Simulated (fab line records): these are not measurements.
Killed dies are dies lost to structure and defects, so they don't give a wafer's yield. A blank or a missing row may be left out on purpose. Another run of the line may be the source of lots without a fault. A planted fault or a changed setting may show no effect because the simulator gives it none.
Which tool did it? ; flow sky130 ; 10 lots, 30 wafers sampled, at 6 steps of a route of 708

## WHAT THE GAUGES READ, wafer by wafer
SKY_LOCAL_INTERCONNECT_OVL_MEAS_12. Usual: LOCAL_INTERCONNECT_OVL 0 nm, standard deviation 5.4.
lot;measured;on;LOCAL_INTERCONNECT_OVL (nm);flag
L755;day 30 22:23;overlay-02;-1 -7 -3;
L758;day 31 10:29;overlay-01;-2 -3 -1;
L760;day 32 12:31;overlay-01;-4 -7 0;
L762;day 32 18:17;overlay-01;6 -2 2;
L761;day 32 21:22;overlay-01;-6 -9 -9;
L763;day 33 04:15;overlay-01;5 3 4;
L765;day 33 19:26;overlay-01;-1 0 -5;
L766;day 33 23:22;overlay-01;-2 -1 -3;
L773;day 35 22:12;overlay-01;2 1 4;
L776;day 36 16:33;overlay-01;3 4 -2;

SKY_METAL1_RS_MEAS_05: a four-point-probe measurement. Usual: METAL1_ALCU_RS 0.1267 ohm/sq, standard deviation 0.0013.
lot;measured;on;METAL1_ALCU_RS (ohm/sq);flag
L755;day 32 05:08;film_metro-03;0.1266 0.1282 0.1294;
L758;day 32 16:00;film_metro-01;0.1258 0.1268 0.1246;
L760;day 33 18:18;film_metro-01;0.1278 0.1269 0.1277;
L762;day 34 00:07;film_metro-01;0.1266 0.1288 0.1265;
L761;day 34 04:05;film_metro-03;0.1246 0.1259 0.1262;
L763;day 34 09:08;film_metro-01;0.1262 0.1252 0.1264;
L765;day 35 00:50;film_metro-03;0.1253 0.1254 0.1260;
L766;day 35 04:35;film_metro-03;0.1289 0.1285 0.1302;
L773;day 37 03:08;film_metro-02;0.1278 0.1277 0.1272;
L776;day 37 21:42;film_metro-03;0.1114 0.1273 0.1264;OFF

SKY_METAL1_THK_MEAS_06: measures by xrf. Usual: METAL1_ALCU_THK 254 nm, standard deviation 3.
lot;measured;on;METAL1_ALCU_THK (nm);flag
L755;day 32 05:15;film_metro-03;255 253 250;
L758;day 32 16:07;film_metro-01;252 251 258;
L760;day 33 18:25;film_metro-01;251 250 252;
L762;day 34 00:14;film_metro-01;251 247 252;
L761;day 34 04:11;film_metro-03;259 256 256;
L763;day 34 09:14;film_metro-01;253 255 254;
L765;day 35 00:58;film_metro-03;256 259 254;
L766;day 35 04:40;film_metro-03;249 251 248;
L773;day 37 03:14;film_metro-02;251 250 254;
L776;day 37 21:48;film_metro-03;289 255 256;OFF

## EACH LOT AND THE TOOL THAT RAN IT (in order: tool; ch and the chambers of the sampled wafers; start)
lot;SKY_LOCAL_INTERCONNECT_METAL_ETCH_14;SKY_CONTACT_CMP_04;SKY_METAL1_SPUTTER_02
L755;rie_metal-02 ch 0,1, day 30 22:29;cmp-01 ch 0,1,3, day 30 23:29;pvd_sputter-04, day 32 05:02
L758;rie_metal-02 ch 0,1, day 31 10:35;cmp-02 ch 0,1,3, day 31 11:40;pvd_sputter-02, day 32 15:54
L760;rie_metal-04 ch 0, day 32 12:37;cmp-02 ch 0,1,3, day 32 13:31;pvd_sputter-02, day 33 18:11
L762;rie_metal-04 ch 0, day 32 18:23;cmp-01 ch 1,3, day 32 19:15;pvd_sputter-04, day 34 00:01
L761;rie_metal-01 ch 0, day 32 21:33;cmp-02 ch 0,1, day 32 22:28;pvd_sputter-01, day 34 03:56
L763;rie_metal-04 ch 0,1, day 33 04:21;cmp-02 ch 0,1, day 33 05:12;pvd_sputter-01, day 34 09:00
L765;rie_metal-04 ch 0, day 33 19:36;cmp-02 ch 1,3, day 33 20:31;pvd_sputter-02, day 35 00:45
L766;rie_metal-02 ch 0,1, day 33 23:27;cmp-01 ch 1,2, day 34 00:21;pvd_sputter-01, day 35 04:26
L773;rie_metal-04 ch 1, day 35 22:23;cmp-01 ch 0,1, day 35 23:20;pvd_sputter-04, day 37 03:01
L776;rie_metal-01 ch 0,1, day 36 16:39;cmp-01 ch 1,3, day 36 18:10;pvd_sputter-01, day 37 21:34
- SKY_LOCAL_INTERCONNECT_METAL_ETCH_14: etches TiN in Cl2/BCl3, stops on PSG, target depth 110 nm, time 31.4 s.
- SKY_CONTACT_CMP_04: polishes SiO2.
- SKY_METAL1_SPUTTER_02: material AlCu, target thk 250 nm, time 13.3 s.

## WHAT THE TOOLS THEMSELVES READ (means of the sampled wafers that have a number; where no wafer has one, the mark that the record gives instead)
SKY_LOCAL_INTERCONNECT_METAL_ETCH_14. Usual: chamber_pressure_mTorr 10.000 mTorr, standard deviation 0.0089; drypump_motor_current_A 5.9 A, standard deviation 0.63; he_backside_leak_sccm 3.34 sccm, standard deviation 0.3; oes_product_au 0.941 a.u., standard deviation 0.0084; throttle_valve_pct 21.900 %, standard deviation 0.01.
lot;tool;chamber_pressure_mTorr (mTorr);drypump_motor_current_A (A);he_backside_leak_sccm (sccm);oes_product_au (a.u.);throttle_valve_pct (%);flag
L755;rie_metal-02;9.997;6.4;3.21;0.941;21.894;
L758;rie_metal-02;9.992;6.4;3.41;0.929;21.908;
L760;rie_metal-04;10.002;4.8;3.21;0.930;21.900;
L762;rie_metal-04;9.998;4.7;3.82;0.948;21.902;
L761;rie_metal-01;10.001;5.7;3.44;0.941;21.907;
L763;rie_metal-04;9.993;5.9;3.26;0.943;21.891;
L765;rie_metal-04;10.006;4.8;3.38;0.939;21.902;
L766;rie_metal-02;9.999;6.4;3.32;0.943;21.896;
L773;rie_metal-04;10.001;6.5;3.32;0.939;21.897;
L776;rie_metal-01;9.998;5.8;3.32;0.940;21.901;

SKY_CONTACT_CMP_04. Usual: motor_current_A 11.9 A, standard deviation 1.4; retaining_ring_pressure_frac 1.000, standard deviation 0.005; time_to_endpoint_s 83 s, standard deviation 4.8.
lot;tool;motor_current_A (A);retaining_ring_pressure_frac;time_to_endpoint_s (s);flag
L755;cmp-01;12.7;1.000;77;
L758;cmp-02;12.1;0.997;82;
L760;cmp-02;12.5;1.002;89;
L762;cmp-01;12.1;0.997;83;
L761;cmp-02;13.1;0.997;88;
L763;cmp-02;13.5;1.002;87;
L765;cmp-02;12.2;1.003;89;
L766;cmp-01;10.4;1.001;80;
L773;cmp-01;12.0;0.993;80;
L776;cmp-01;12.4;0.998;82;

SKY_METAL1_SPUTTER_02. Usual: cathode_dc_power_W 10600 W, standard deviation 1.9; throttle_valve_pct 30.1 %, standard deviation 1.
lot;tool;cathode_dc_power_W (W);throttle_valve_pct (%);flag
L755;pvd_sputter-04;10599;31.2;
L758;pvd_sputter-02;10602;30.0;
L760;pvd_sputter-02;10600;29.1;
L762;pvd_sputter-04;10601;30.9;
L761;pvd_sputter-01;10600;29.9;
L763;pvd_sputter-01;10601;29.3;
L765;pvd_sputter-02;10600;28.7;
L766;pvd_sputter-01;10601;29.7;
L773;pvd_sputter-04;10599;31.0;
L776;pvd_sputter-01;11114;29.5;OFF

## THE ANSWER, worked out from the rows above alone
Rule: take the mean of a lot's wafers that have a number; if it is more than 3 standard deviations from the usual mean, the lot is off. A lot without any number at a reading at which 4 lots or more have one is off too. Any other lot the step has rows for is counted as sound. The gauges are gone through in route order, then the tools' own readings, and for those a lot's mean is taken as printed above. The first step at which some lot is off is used, and at that step the reading that is off furthest; a lot without a number counts as furthest.
Off: L776, seen at SKY_METAL1_RS_MEAS_05 (METAL1_ALCU_RS).
If a tool, at a process step before that reading, ran all the lots that are off and no sound lot after the first of them, it fits. Not tried: the gauges at SKY_METAL1_RS_MEAS_05; whatever is off there is also off at SKY_METAL1_SPUTTER_02, on other tools, and gauge error can't account for it. Can't be told from this: 3 tools fit, rie_metal-01 at SKY_LOCAL_INTERCONNECT_METAL_ETCH_14, cmp-01 at SKY_CONTACT_CMP_04, pvd_sputter-01 at SKY_METAL1_SPUTTER_02.

## WHAT THE SIMULATOR HAD PUT IN
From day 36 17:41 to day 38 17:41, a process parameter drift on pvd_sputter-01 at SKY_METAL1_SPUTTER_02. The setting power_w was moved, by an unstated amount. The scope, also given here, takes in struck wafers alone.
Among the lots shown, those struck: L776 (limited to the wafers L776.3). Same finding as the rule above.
